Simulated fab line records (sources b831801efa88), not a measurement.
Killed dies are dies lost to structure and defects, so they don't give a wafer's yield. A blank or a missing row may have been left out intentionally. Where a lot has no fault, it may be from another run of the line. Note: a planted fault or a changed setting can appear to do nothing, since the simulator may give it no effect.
A struck lot beside a sound one ; flow sky130 ; 28 steps out of a route of 708
Sound: these wafers, L707.1, L707.4, L707.5. Struck: wafers L720.2, L720.5 (left out: L720.1, a lot-mate that was not struck); the cause follows at the end.
Each step with rows lists, per side, the tool, then ch with its chambers, then its first start. Under that, the readings that differ: sound wafers ; struck wafers ; difference of the means ; sigmas: that difference in standard deviations of wafers without a fault.
alike: readings with means less than 2 such deviations apart, plus words and numbers identical on both sides. not compared: withheld readings, readings lacking a value on some wafer, bounds such as >300 that could conceal the same value, and numbers that have no deviation in the record and whose values overlap.
The two part at a step that has a row with sigmas, a row that says differs or no value, or rows on one side only. When numbers do not overlap yet have no deviation, they are printed without sigmas and do not part them. A reading missing from all wafers of one side parts the sides only when that side holds two or more wafers.

first, 3 steps without rows for these wafers: SKY_VIA4_STRIP_14 (strips in post etch residue remover, time 1200 s); SKY_VIA4_CLEAN_15 (cleans in IPA, time 180 s); SKY_VIA4_CLEAN_16 (cleans in O3/DIW).
SKY_VIA4_SPUTTER_17: material TiN, target thk 20 nm, time 80 s.
  struck on pvdSputter-01, day 46 15:43; sound on pvdSputter-01, day 43 07:22
  alike: cathodeDcPowerW, throttleValvePct
SKY_VIA4_CVD_18: deposits W, target thk 505 nm, time 152.14 s.
  sound on cvdW-01 ch 0,1, day 43 07:25; struck on cvdW-02 ch 1, day 46 15:46
  alike: heaterPowerOuterW, heaterPowerW, susceptorTempC
SKY_VIA4_RS_MEAS_19: measures by four-point-probe.
  struck on filmMetro-01, day 46 15:55; sound on filmMetro-01, day 43 07:35
  alike: VIA4_W_RS
SKY_VIA4_THK_MEAS_20: measures by xrf.
  struck on filmMetro-01, day 46 16:02; sound on filmMetro-01, day 43 07:42
  alike: VIA4_W_THK
then, 1 step without rows for these wafers: SKY_VIA4_CMP_21 (polishes, stops on SiO2, t overpolish 25 s, target thk 0 nm).
SKY_METAL5_SPUTTER_00: material Ti, target thk 15 nm, time 10 s.
  struck on pvdSputter-01, day 46 16:24; sound on pvdSputter-01, day 43 08:05
  alike: cathodeDcPowerW, throttleValvePct
SKY_METAL5_SPUTTER_01: material TiN, target thk 20 nm, time 16.7 s.
  struck on pvdSputter-01, day 46 16:25; sound on pvdSputter-01, day 43 08:06
  alike: cathodeDcPowerW, throttleValvePct
then, 1 step without rows for these wafers: SKY_METAL5_SPUTTER_02 (material AlCu, target thk 1150 nm, time 61.2 s).
SKY_METAL5_SPUTTER_03: material Ti, target thk 5 nm, time 3.3 s.
  struck on pvdSputter-01, day 46 16:30; sound on pvdSputter-01, day 43 08:11
  alike: cathodeDcPowerW, throttleValvePct
SKY_METAL5_SPUTTER_04: material TiN, target thk 70 nm, time 58.3 s.
  struck on pvdSputter-01, day 46 16:31; sound on pvdSputter-01, day 43 08:12
reading;sound;struck;difference;sigmas
cathodeDcPowerW (W);6501.1 6500.8 6500.2;6245.3 6245.7;-255.2;-99 or more
model.TiN_of_METAL5_SPUTTER_04.thkNm (nm);70.93 70.37 70.89;67.57 66.99;-3.45;
  alike: throttleValvePct
SKY_METAL5_RS_MEAS_05: measures by four-point-probe.
  struck on filmMetro-04, day 46 16:34; sound on filmMetro-02, day 43 08:15
  alike: METAL5_ALCU_RS
SKY_METAL5_THK_MEAS_06: measures by xrf.
  struck on filmMetro-04, day 46 16:41; sound on filmMetro-02, day 43 08:22
  alike: METAL5_ALCU_THK
then, 8 steps without rows for these wafers: SKY_METAL5_DEHYDRATE_07 (time 60 s); SKY_METAL5_HMDS_08 (prime time 60 s); SKY_METAL5_COAT_09 (resist thk 1800 nm); SKY_METAL5_SOFTBAKE_10 (time 60 s); SKY_METAL5_EXPOSE_11 (exposes mask MM5, target cd 1600 nm); SKY_METAL5_PEB_12; SKY_METAL5_DEVELOP_13 (develop time 60 s); SKY_METAL5_DESCUM_14 (chemistry O2, time 11 s).
SKY_METAL5_METAL_ETCH_15: etches the open film in Cl2/BCl3, stops on SiO2, target depth 1260 nm, time 252 s.
  sound on rieMetal-04 ch 0,1, day 44 07:13; struck on rieMetal-04 ch 0,1, day 47 13:35
reading;sound;struck;difference;sigmas
heBacksideLeakSccm (sccm);5.36 3.22 3.23;3.30 3.27;-0.65;-3
  alike: drypumpMotorCurrentA, oesProductAu, throttleValvePct
  not compared: rfHoursCounterH, model.etch.depthNm, model.METAL5.featureDepthNm
then, 1 step without rows for these wafers: SKY_METAL5_STRIP_16 (strips in O2/N2).
SKY_METAL5_STRIP_17: strips in post etch residue remover, time 1200 s.
  sound on wetBench-01 ch 3, day 44 07:33; struck on wetBench-01 ch 1, day 47 13:55
reading;sound;struck;difference;sigmas
model.TiN_of_METAL5_SPUTTER_04.thkNm (nm);70.5 69.95 70.46;67.15 66.57;-3.44;
then, 1 step without rows for these wafers: SKY_METAL5_CLEAN_18 (cleans in IPA, time 180 s).
SKY_PAD_OPEN_PROBE_99:
  struck on prober-01, day 49 05:15; sound on prober-01, day 46 06:13
reading;sound;struck;difference;sigmas
sort_bin_3_pad_short (%);1.0 1.0 1.8;0.2 0.4;-1.0;-2
  alike: defectLimitedYield, killed_at_M0_to_M3, killed_at_M4_up, killedAtContacts, killedAtFrontEnd, killedAtOther, killedDies, killedOnRim, killedOpen, killedShort, sort_bin_5_function, sort_bin_6_memory, sortNPass, sortYieldPct

## WHERE THEY PART
Last at SKY_PAD_OPEN_PROBE_99 as far as this record goes, first at SKY_METAL5_SPUTTER_04.

WHY: what had been put in by the simulator
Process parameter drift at SKY_METAL5_SPUTTER_04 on pvdSputter-01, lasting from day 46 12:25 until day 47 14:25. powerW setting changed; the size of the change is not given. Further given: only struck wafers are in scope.
